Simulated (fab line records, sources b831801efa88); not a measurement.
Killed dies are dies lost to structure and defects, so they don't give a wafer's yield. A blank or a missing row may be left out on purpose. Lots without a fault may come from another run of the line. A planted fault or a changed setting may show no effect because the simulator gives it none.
Chamber matching | flow gf180mcu | GF_V2_CMP_04 on cmp-02: 4 sister chambers
The step polishes SiO2. 8 wafers are shown with their chamber, then 12 later ones without.

WAFERS WITH THEIR CHAMBER
wafer  | chamber | motor_current_A (A) | time_to_endpoint_s (s)
L085.1 | 3       | 13.2                | 82
L086.6 | 0       | 11.3                | 87
L087.1 | 3       | 13.3                | 78
L087.4 | 0       | 12.2                | 80
L087.6 | 2       | 12.9                | 86
L088.1 | 2       | 14.1                | 73
L088.2 | 1       | 11.0                | 80
L088.6 | 1       | 10.6                | 83

WAFERS WITHOUT THEIR CHAMBER
wafer  | motor_current_A (A) | time_to_endpoint_s (s)
L090.1 | 11.6                | 86
L090.3 | 13.8                | 87
L090.6 | 12.8                | 92
L091.1 | 12.6                | 77
L091.2 | 14.5                | 77
L091.4 | 11.2                | 82
L091.3 | 11.2                | 78
L091.5 | 10.8                | 79
L091.6 | 13.1                | 82
L095.2 | 11.2                | 70
L095.4 | 11.2                | 76
L095.6 | 10.5                | 77

WHICH CHAMBER EACH WENT THROUGH
wafer  | from the rows above               | in truth
L090.1 | can't be placed: 0 or 1           | 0
L090.3 | can't be placed: 2 or 3           | 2
L090.6 | can't be placed: 3 or 0 or 2 or 1 | 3
L091.1 | can't be placed: 3 or 2 or 0      | 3
L091.2 | can't be placed: 2 or 3           | 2
L091.4 | can't be placed: 1 or 0           | 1
L091.3 | can't be placed: 1 or 0           | 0
L091.5 | can't be placed: 1 or 0           | 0
L091.6 | can't be placed: 3 or 2           | 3
L095.2 | can't be placed: 1 or 0 or 3      | 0
L095.4 | can't be placed: 1 or 0           | 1
L095.6 | can't be placed: 1 or 0           | 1
Placed correctly: 0 of 12. Can't be placed from these rows: 12 (the true chamber is among the candidates in 12). Placed wrongly: 0.
How it was worked out, from the rows above alone: a wafer's distance from a chamber is the root of the sum, over the readings, of the square of ((its reading less the chamber's mean) divided by the reading's scatter). The wafer belongs to the nearest chamber; if the next one is less than 2 further off, it can't be placed. A chamber's mean is the mean of its shown wafers. The scatter: the root of (the sum of the squares of (reading less its chamber's mean) over the shown wafers, divided by (wafers less chambers)).
